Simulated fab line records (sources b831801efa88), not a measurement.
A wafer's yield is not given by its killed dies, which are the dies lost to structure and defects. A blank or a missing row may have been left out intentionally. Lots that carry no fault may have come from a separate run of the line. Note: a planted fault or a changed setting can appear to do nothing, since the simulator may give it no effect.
Which tool is to blame?    flow gf180mcu    6 lots, 18 wafers sampled, at 4 steps of a route of 602

## WHAT THE GAUGES SHOWED, per wafer
GF_M1_THK_MEAS_06: measures by xrf.
lot   measured      on             M1_ALCU_THK (nm)
L549  day 17 07:00  film_metro-01  443 438 445
L552  day 18 02:06  film_metro-02  449 450 453
L554  day 18 21:11  film_metro-02  459 450 452
L556  day 19 09:37  film_metro-02  451 449 451
L563  day 22 04:01  film_metro-02  440 446 440
L569  day 23 22:50  film_metro-04  459 453 462

## WHAT TOOL EACH LOT RAN ON (gives the tool, then ch and the chambers of the sampled wafers, and finally the start)
lot   GF_CONTACT_CVD_02                GF_M1_SPUTTER_01              GF_M1_SPUTTER_02
L549  pecvd-03 ch 1,2, day 16 05:39    pvd_sputter-02, day 17 06:42  pvd_sputter-02, day 17 06:44
L552  pecvd-03 ch 0,2, day 17 00:29    pvd_sputter-01, day 18 01:50  pvd_sputter-01, day 18 01:52
L554  pecvd-03 ch 0,2, day 17 19:07    pvd_sputter-04, day 18 20:56  pvd_sputter-04, day 18 20:58
L556  pecvd-02 ch 0,2, day 18 06:59    pvd_sputter-01, day 19 09:22  pvd_sputter-01, day 19 09:24
L563  pecvd-01 ch 0,1,2, day 21 02:13  pvd_sputter-02, day 22 03:47  pvd_sputter-02, day 22 03:49
L569  pecvd-03 ch 1,2, day 22 22:03    pvd_sputter-04, day 23 22:36  pvd_sputter-04, day 23 22:38
- GF_CONTACT_CVD_02: deposits SiO2 from TEOS, target thk 860 nm, time 95.992 s.
- GF_M1_SPUTTER_01: material TiN, target thk 30 nm, time 25 s.
- GF_M1_SPUTTER_02: material AlCu, target thk 450 nm, time 23.9 s.

## THE ANSWER, worked out from the rows above alone
Rule: usual is defined by the lots themselves. The widest of any qualifying gaps counts: lots, ordered by their means at a reading, are off when they make up no more than a third of the lots, leave a main group of 4 or more, and stand apart from it by 3 or more times the standard deviation of that group's means. A main group whose means are all the same, to the digits that the tables above print for the reading, isn't used. Also off: a lot with no number at a reading for which 4 or more lots have one. The other lots that the step has rows for count as sound.
No lot is off on any of the readings shown, so nothing can be concluded from this.

## WHAT THE SIMULATOR HAD INSERTED
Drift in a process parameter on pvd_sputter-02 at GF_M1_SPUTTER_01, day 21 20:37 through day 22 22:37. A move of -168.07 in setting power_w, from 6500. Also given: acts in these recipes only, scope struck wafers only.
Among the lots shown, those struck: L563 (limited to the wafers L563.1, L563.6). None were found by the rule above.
